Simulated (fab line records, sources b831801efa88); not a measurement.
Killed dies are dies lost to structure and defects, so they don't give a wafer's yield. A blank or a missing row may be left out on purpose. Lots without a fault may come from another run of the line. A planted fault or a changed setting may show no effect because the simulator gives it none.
A struck lot beside a sound one | flow sky130 | 16 steps out of a route of 708
Sound: wafers L609.1, L609.5, L609.6. Struck: wafers L607.1, L607.4, L607.5. The cause comes at the end.
At each step with rows: each side's tool, then ch and its chambers, then its first start. Under that, the readings that differ: sound wafers | struck wafers | difference of the means | sigmas: that difference in standard deviations of wafers without a fault.
alike: readings whose means differ by less than 2 such deviations, and words and numbers that are the same on both sides. not compared: withheld readings, readings that some wafer has no value for, bounds like >300 that may hide the same value, and numbers for which the record gives no deviation and whose values overlap.
The two part at a step that has a row with sigmas, a row that says differs or no value, or rows on one side only. Numbers that don't overlap but have no deviation are shown without sigmas and don't part them. A reading that every wafer of one side lacks parts them only if that side has two wafers or more.

SKY_METAL5_SPUTTER_03: material Ti, target thk 5 nm, time 3.3 s.
  sound on pvd_sputter-02, day 47 18:23; struck on pvd_sputter-03, day 47 06:28
  alike: throttle_valve_pct
SKY_METAL5_SPUTTER_04: material TiN, target thk 70 nm, time 58.3 s.
  sound on pvd_sputter-02, day 47 18:25; struck on pvd_sputter-03, day 47 06:29
  alike: throttle_valve_pct
SKY_METAL5_RS_MEAS_05: measures by four-point-probe.
  sound on film_metro-02, day 47 18:28; struck on film_metro-02, day 47 06:32
  alike: METAL5_ALCU_RS
SKY_METAL5_THK_MEAS_06: measures by xrf.
  sound on film_metro-02, day 47 18:35; struck on film_metro-02, day 47 06:39
  alike: METAL5_ALCU_THK
then, 7 steps without rows for these wafers: SKY_METAL5_DEHYDRATE_07 (time 60 s); SKY_METAL5_HMDS_08 (prime time 60 s); SKY_METAL5_COAT_09 (resist thk 1800 nm); SKY_METAL5_SOFTBAKE_10 (time 60 s); SKY_METAL5_EXPOSE_11 (exposes mask MM5, target cd 1600 nm); SKY_METAL5_PEB_12; SKY_METAL5_DEVELOP_13 (develop time 60 s).
SKY_METAL5_DESCUM_14: chemistry O2, time 11 s.
  sound on rie_metal-02 ch 0,1, day 48 14:04; struck on rie_metal-03 ch 1, day 48 01:29
  reading                     | sound          | struck         | difference | sigmas
  drypump_motor_current_A (A) | 6.08 6.10 6.54 | 5.62 5.61 5.62 | -0.62      | -2
  alike: oes_product_au
  not compared: rf_hours_counter_h
SKY_METAL5_METAL_ETCH_15: etches the open film in Cl2/BCl3, stops on SiO2, target depth 1260 nm, time 252 s.
  sound on rie_metal-02 ch 0,1, day 48 14:07; struck on rie_metal-03 ch 1, day 48 01:31
  reading                                     | sound             | struck            | difference | sigmas
  drypump_motor_current_A (A)                 | 6.09 6.10 6.53    | 5.62 5.61 5.62    | -0.62      | -2
  oes_product_au (a.u.)                       | 0.884 0.895 0.891 | 0.820 0.824 0.821 | -0.068     | -13
  model.NOVOLAK_of_METAL5_COAT_09.thk_nm (nm) | 1070 1070 1046    | 1273 1261 1257    | +202       |
  model.METAL5.feature_depth_nm (nm)          | 1255 1261 1268    | 1065 1072 1075    | -191       |
  model.etch.depth_nm (nm)                    | 1255 1261 1268    | 1065 1072 1075    | -191       |
  alike: throttle_valve_pct
  not compared: rf_hours_counter_h
SKY_METAL5_STRIP_16: strips in O2/N2.
  sound on plasma_asher-01 ch 0,1, day 48 14:26; struck on plasma_asher-04 ch 0,1, day 48 01:45
  reading                      | sound             | struck            | difference | sigmas
  strip_time_to_endpoint_s (s) | 13.45 13.46 13.19 | 15.76 15.62 15.57 | +2.28      | +13
  alike: drypump_motor_current_A, oes_product_au
  not compared: rf_hours_counter_h
then, 1 step without rows for these wafers: SKY_METAL5_STRIP_17 (strips in post etch residue remover, time 1200 s).
SKY_PAD_OPEN_PROBE_99:
  sound on prober-01, day 50 04:24; struck on prober-02, day 49 16:46
  reading                  | sound          | struck         | difference | sigmas
  defect_limited_yield (%) | 85.6 81.1 82.5 | 0 0 0          | -83        | -44
  killed_at_M4_up          | 6 3 0          | 429 411 399    | +410       | +99 or more
  killed_dies              | 71 93 86       | 492 492 492    | +409       | +44
  killed_on_rim            | 13 19 11       | 96 96 96       | +82        | +23
  sort_bin_3_pad_short (%) | 1.2 0.4 1.0    | 2.0 2.0 1.2    | +0.9       | +2
  sort_bin_5_function (%)  | 7.9 11.0 11.0  | 94.7 91.3 92.1 | +82.7      | +55
  sort_n_pass              | 421 399 406    | 0 0 0          | -409       | -44
  sort_yield_pct (%)       | 85.6 81.1 82.5 | 0 0 0          | -83        | -44
  alike: killed_at_M0_to_M3, killed_at_contacts, killed_at_front_end, killed_at_other, killed_open, killed_short, sort_bin_6_memory

WHERE THEY PART
First at SKY_METAL5_DESCUM_14; last, within this record, at SKY_PAD_OPEN_PROBE_99.

WHY: what the simulator had put in
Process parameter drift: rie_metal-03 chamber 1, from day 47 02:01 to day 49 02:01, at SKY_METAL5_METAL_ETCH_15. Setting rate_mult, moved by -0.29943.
